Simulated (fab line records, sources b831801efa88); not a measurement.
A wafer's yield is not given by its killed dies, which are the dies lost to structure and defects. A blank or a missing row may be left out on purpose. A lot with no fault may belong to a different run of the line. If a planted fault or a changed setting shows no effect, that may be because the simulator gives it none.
2 desks looking at one fault || flow sky130 || what lay behind the numbers comes last; until then each desk has only its own

AT THE TOOL OWNER'S DESK: plasmaAsher-01
The tool's own readings at SKY_PAD_OPEN_STRIP_08 (strips in O2/N2): means of the sampled wafers that have a number, for each lot that ran on this tool. Marked OUT: a lot whose mean sits more than 4 standard deviations from the usual mean, which makes it out of limits; the brackets give that distance.
Columns: A = drypumpMotorCurrentA at SKY_PAD_OPEN_STRIP_08, usual 5.8 A; B = oesProductAu at SKY_PAD_OPEN_STRIP_08, usual 0.663 a.u.
{"lot": "L959", "first seen here": "day 49 00:46", "A": 5.4, "B": 0.661}
{"lot": "L960", "first seen here": "day 49 05:07", "A": 5.5, "B": 0.666}
{"lot": "L966", "first seen here": "day 50 03:49", "A": 5.8, "B": 0.664}
This desk's finding: nothing out of limits on any of the 3 lots.

AT THE METROLOGY DESK
Lot by lot, what the gauges showed, no matter which tool ran the lot: averages of those sampled wafers that carry a number. Marked OUT: a lot whose mean sits more than 4 standard deviations from the usual mean, which makes it out of limits; the brackets give that distance.
Columns: A = VIA4_OVL at SKY_VIA4_OVL_MEAS_11, usual 0.4 nm
{"lot": "L950", "first seen here": "day 43 02:23", "A": 2.0}
{"lot": "L952", "first seen here": "day 44 01:17", "A": 1.1}
{"lot": "L953", "first seen here": "day 44 01:28", "A": -1.7}
{"lot": "L954", "first seen here": "day 44 09:16", "A": 0.8}
{"lot": "L956", "first seen here": "day 45 00:49", "A": 1.5}
{"lot": "L957", "first seen here": "day 45 15:37", "A": -0.2}
{"lot": "L959", "first seen here": "day 46 11:40", "A": -1.0}
{"lot": "L958", "first seen here": "day 46 12:10", "A": 1.2}
{"lot": "L960", "first seen here": "day 46 15:56", "A": -2.8}
{"lot": "L966", "first seen here": "day 47 17:01", "A": -0.5}
{"lot": "L968", "first seen here": "day 47 19:59", "A": 0.7}
{"lot": "L971", "first seen here": "day 48 13:25", "A": -0.5}
This desk's finding: nothing out of limits on any of the 12 lots.

BROUGHT TOGETHER
The tool owner's desk saw nothing out of limits.
Nothing out of limits was seen by the metrology desk.

WHAT WAS PUT IN BY THE SIMULATOR
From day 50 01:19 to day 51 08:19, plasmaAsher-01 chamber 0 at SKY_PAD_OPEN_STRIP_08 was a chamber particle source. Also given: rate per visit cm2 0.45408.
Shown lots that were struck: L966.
